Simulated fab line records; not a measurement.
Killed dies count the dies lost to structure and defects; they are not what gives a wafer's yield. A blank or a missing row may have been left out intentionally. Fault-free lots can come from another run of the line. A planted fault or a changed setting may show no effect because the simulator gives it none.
Matching of chambers    flow sky130    4 sister chambers for SKY_LI_CONTACT_ETCH_15 on rieDiel-04
The step etches PSG in C4F8/O2/Ar, stops on Si, target depth 600 nm. 7 wafers are shown with their chamber, then 7 later ones without.

EACH WAFER AND ITS CHAMBER
wafer   chamber  oesProductAu (a.u.)  biasW (W)
L502.2  2        0.844                1201
L515.2  0        0.842                1200
L517.3  3        0.840                1199
L517.5  1        0.840                1207
L517.6  0        0.845                1208
L519.1  1        0.839                1196
L519.4  3        0.839                1197

WAFERS WHOSE CHAMBER IS MISSING
wafer   oesProductAu (a.u.)  biasW (W)
L519.5  0.832                1194
L518.2  0.836                1196
L518.3  0.848                1200
L518.5  0.840                1205
L524.1  0.839                1206
L524.2  0.840                1198
L524.3  0.840                1201

CHAMBER TAKEN BY EACH
wafer   from the rows above           in truth
L519.5  can't be placed: 3 or 1       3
L518.2  can't be placed: 3 or 1       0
L518.3  can't be placed: 2 or 0       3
L518.5  can't be placed: 1 or 3 or 0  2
L524.1  can't be placed: 1 or 3       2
L524.2  can't be placed: 3 or 1       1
L524.3  can't be placed: 1 or 3       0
Placed correctly: 0 of 7. From these rows, 7 cannot be placed; in 2 the true chamber is one of the candidates. Number placed wrongly: 0.
How it was worked out, from the rows above alone: a wafer's distance from a chamber is the root of the sum, over the readings, of the square of ((its reading less the chamber's mean) divided by the reading's scatter). The wafer belongs to the nearest chamber; if the next one is less than 2 further off, it can't be placed. For every chamber, the mean is computed from those of its wafers that are shown. The scatter is the square root of a quotient: the sum, over the shown wafers, of each reading's squared deviation from its chamber's mean, divided by wafers minus chambers.
